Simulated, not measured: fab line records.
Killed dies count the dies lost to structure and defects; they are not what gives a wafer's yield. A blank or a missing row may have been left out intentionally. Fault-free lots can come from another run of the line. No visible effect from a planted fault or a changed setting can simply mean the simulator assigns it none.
Which of the tools did it? | flow sky130 | 11 lots with 32 wafers sampled at 5 steps, on a route of 708 steps

WHAT THE GAUGES SHOWED, per wafer
SKY_SD_N_OVL_MEAS_08. Usual: for SD_N_OVL the level is -0.1 nm and the standard deviation is 1.4.
lot  | measured     | on         | SD_N_OVL (nm)  | flag
L209 | day 27 23:10 | overlay-02 | -0.5 0.9 1.3   | 
L212 | day 29 03:16 | overlay-01 | 1.7 -0.6 0.1   | 
L215 | day 29 23:35 | overlay-01 | 1.7 -0.2 -1.1  | 
L217 | day 30 14:14 | overlay-01 | -0.5 -1.2 0.1  | 
L224 | day 33 13:52 | overlay-02 | -0.6 -1.0      | 
L226 | day 33 21:58 | overlay-01 | 2.4 0.1 3.0    | 
L227 | day 34 02:56 | overlay-01 | 1.7 0.5 -0.5   | 
L228 | day 34 04:47 | overlay-01 | 1.9 -1.3 -0.1  | 
L230 | day 34 22:19 | overlay-02 | -1.7 -1.4 -0.1 | 
L231 | day 35 03:59 | overlay-01 | 0.8 -0.4 1.0   | 
L232 | day 35 09:31 | overlay-02 | -1.7 -1.8 -1.6 | 

SKY_CONTACT_THK_MEAS_01. Usual: for CONTACT_CVD_00_THK the level is 74.8 nm and the standard deviation is 0.83.
lot  | measured     | on           | CONTACT_CVD_00_THK (nm) | flag
L209 | day 30 11:04 | filmMetro-01 | 72.7 73.8 75.4          | 
L212 | day 31 14:32 | filmMetro-04 | 74.7 75.4 75.5          | 
L215 | day 32 10:29 | filmMetro-02 | 75.4 74.7 76.4          | 
L217 | day 33 01:04 | filmMetro-02 | 74.1 75.9 75.4          | 
L224 | day 35 21:41 | filmMetro-04 | 74.3 135.0              | OFF
L226 | day 36 06:37 | filmMetro-02 | 73.7 74.9 75.1          | 
L227 | day 36 11:13 | filmMetro-04 | 133.0 75.6 136.1        | OFF
L228 | day 36 13:10 | filmMetro-02 | 73.5 74.8 75.3          | 
L230 | day 37 05:28 | filmMetro-04 | 74.8 75.2 74.8          | 
L231 | day 37 12:41 | filmMetro-02 | 74.2 75.0 76.3          | 
L232 | day 37 17:31 | filmMetro-01 | 72.9 75.4 74.4          | 

WHICH TOOL RAN EACH LOT (tool, then ch and the chambers of the sampled wafers, then the start)
lot  | SKY_LI_CONTACT_ETCH_14            | SKY_LI_CONTACT_ETCH_15            | SKY_CONTACT_CVD_00
L209 | rieDiel-01 ch 0,1,2, day 29 04:37 | rieDiel-01 ch 0,1,2, day 29 04:39 | pecvd-02 ch 0,1, day 30 11:01
L212 | rieDiel-02 ch 0,1,2, day 30 09:04 | rieDiel-02 ch 0,1,2, day 30 09:07 | pecvd-03 ch 0,2, day 31 14:29
L215 | rieDiel-03 ch 0,2,3, day 31 05:07 | rieDiel-03 ch 0,2,3, day 31 05:10 | pecvd-03 ch 1,2, day 32 10:26
L217 | rieDiel-01 ch 0,1,3, day 31 19:20 | rieDiel-01 ch 0,1,3, day 31 19:23 | pecvd-03 ch 0,1,2, day 33 01:02
L224 | rieDiel-03 ch 2, day 34 17:32     | rieDiel-03 ch 2, day 34 17:35     | pecvd-03 ch 0, day 35 21:38
L226 | rieDiel-01 ch 0,1,2, day 35 02:10 | rieDiel-01 ch 0,1,2, day 35 02:12 | pecvd-02 ch 0,2, day 36 06:34
L227 | rieDiel-03 ch 0,3, day 35 07:07   | rieDiel-03 ch 0,3, day 35 07:09   | pecvd-03 ch 0,2, day 36 11:10
L228 | rieDiel-01 ch 1,3, day 35 08:56   | rieDiel-01 ch 1,3, day 35 08:59   | pecvd-02 ch 0,2, day 36 13:07
L230 | rieDiel-02 ch 1,2, day 36 01:37   | rieDiel-02 ch 1,2, day 36 01:40   | pecvd-04 ch 1,2, day 37 05:25
L231 | rieDiel-01 ch 0,2,3, day 36 07:40 | rieDiel-01 ch 0,2,3, day 36 07:43 | pecvd-04 ch 0,1, day 37 12:39
L232 | rieDiel-01 ch 1,2, day 36 13:02   | rieDiel-01 ch 1,2, day 36 13:05   | pecvd-04 ch 0,2, day 37 17:28
- SKY_LI_CONTACT_ETCH_14: etches BARC in N2/H2, stops on SiO2, time 45.9 s, target depth 60 nm.
- SKY_LI_CONTACT_ETCH_15: etches PSG in C4F8/O2/Ar, stops on Si, target depth 600 nm.
- SKY_CONTACT_CVD_00: deposits Si3N4, target thk 75 nm.

AS READ BY THE TOOLS THEMSELVES (means over the sampled wafers that have a number; for cases with no such wafer, the mark the record gives instead)
SKY_LI_CONTACT_ETCH_14. Usual: drypumpMotorCurrentA 5.7 A, standard deviation 0.5; oesProductAu 0.855 a.u., standard deviation 0.0052; throttleValvePct 13.226 %, standard deviation 0.0082.
lot  | tool       | drypumpMotorCurrentA (A) | oesProductAu (a.u.) | throttleValvePct (%) | flag
L209 | rieDiel-01 | 5.7                      | 0.854               | 13.229               | 
L212 | rieDiel-02 | 5.8                      | 0.857               | 13.217               | 
L215 | rieDiel-03 | 5.7                      | 0.849               | 13.220               | 
L217 | rieDiel-01 | 5.7                      | 0.849               | 13.228               | 
L224 | rieDiel-03 | 5.7                      | 0.859               | 13.223               | 
L226 | rieDiel-01 | 5.7                      | 0.859               | 13.229               | 
L227 | rieDiel-03 | 5.5                      | 0.853               | 13.226               | 
L228 | rieDiel-01 | 6.0                      | 0.856               | 13.232               | 
L230 | rieDiel-02 | 5.9                      | 0.847               | 13.226               | 
L231 | rieDiel-01 | 5.8                      | 0.855               | 13.230               | 
L232 | rieDiel-01 | 6.0                      | 0.857               | 13.218               | 

SKY_LI_CONTACT_ETCH_15. Usual: oesProductAu 0.837 a.u., standard deviation 0.0049.
lot  | tool       | oesProductAu (a.u.) | flag
L209 | rieDiel-01 | 0.834               | 
L212 | rieDiel-02 | 0.838               | 
L215 | rieDiel-03 | 0.840               | 
L217 | rieDiel-01 | 0.840               | 
L224 | rieDiel-03 | 0.837               | 
L226 | rieDiel-01 | 0.838               | 
L227 | rieDiel-03 | 0.836               | 
L228 | rieDiel-01 | 0.835               | 
L230 | rieDiel-02 | 0.837               | 
L231 | rieDiel-01 | 0.835               | 
L232 | rieDiel-01 | 0.834               | 

SKY_CONTACT_CVD_00. Usual: heaterPowerW 749 W, standard deviation 96; susceptorTempC 399.99 C, standard deviation 0.23.
lot  | tool     | heaterPowerW (W) | susceptorTempC (C) | flag
L209 | pecvd-02 | 668              | 400.10             | 
L212 | pecvd-03 | 849              | 400.10             | 
L215 | pecvd-03 | 853              | 400.11             | 
L217 | pecvd-03 | 877              | 399.92             | 
L224 | pecvd-03 | 924              | 399.93             | 
L226 | pecvd-02 | 654              | 399.60             | 
L227 | pecvd-03 | 879              | 400.00             | 
L228 | pecvd-02 | 683              | 399.75             | 
L230 | pecvd-04 | 736              | 400.22             | 
L231 | pecvd-04 | 714              | 399.88             | 
L232 | pecvd-04 | 718              | 399.96             | 

THE ANSWER, worked out from the rows above alone
Rule: a lot counts as off when the mean over its wafers that have a number is more than 3 standard deviations away from the usual mean. A lot without any number at a reading at which 4 lots or more have one is off too. The other lots that the step has rows for count as sound. First the gauges in route order, then the tools' own readings, where a lot's mean is used as printed above. At the first step where some lot is off, the reading lying furthest off is the one used; lots without a number count as furthest.
Off: at SKY_CONTACT_THK_MEAS_01 (CONTACT_CVD_00_THK), L224, L227.
A tool fits if, at a process step before that reading, it ran every lot that is off, and no sound lot after the first of them. The gauges at SKY_CONTACT_THK_MEAS_01 are tried like those tools. This does not decide it: 2 tools fit, namely rieDiel-03 at SKY_LI_CONTACT_ETCH_14 and SKY_LI_CONTACT_ETCH_15 and pecvd-03 at SKY_CONTACT_CVD_00.

WHAT THE SIMULATOR HAD PUT IN
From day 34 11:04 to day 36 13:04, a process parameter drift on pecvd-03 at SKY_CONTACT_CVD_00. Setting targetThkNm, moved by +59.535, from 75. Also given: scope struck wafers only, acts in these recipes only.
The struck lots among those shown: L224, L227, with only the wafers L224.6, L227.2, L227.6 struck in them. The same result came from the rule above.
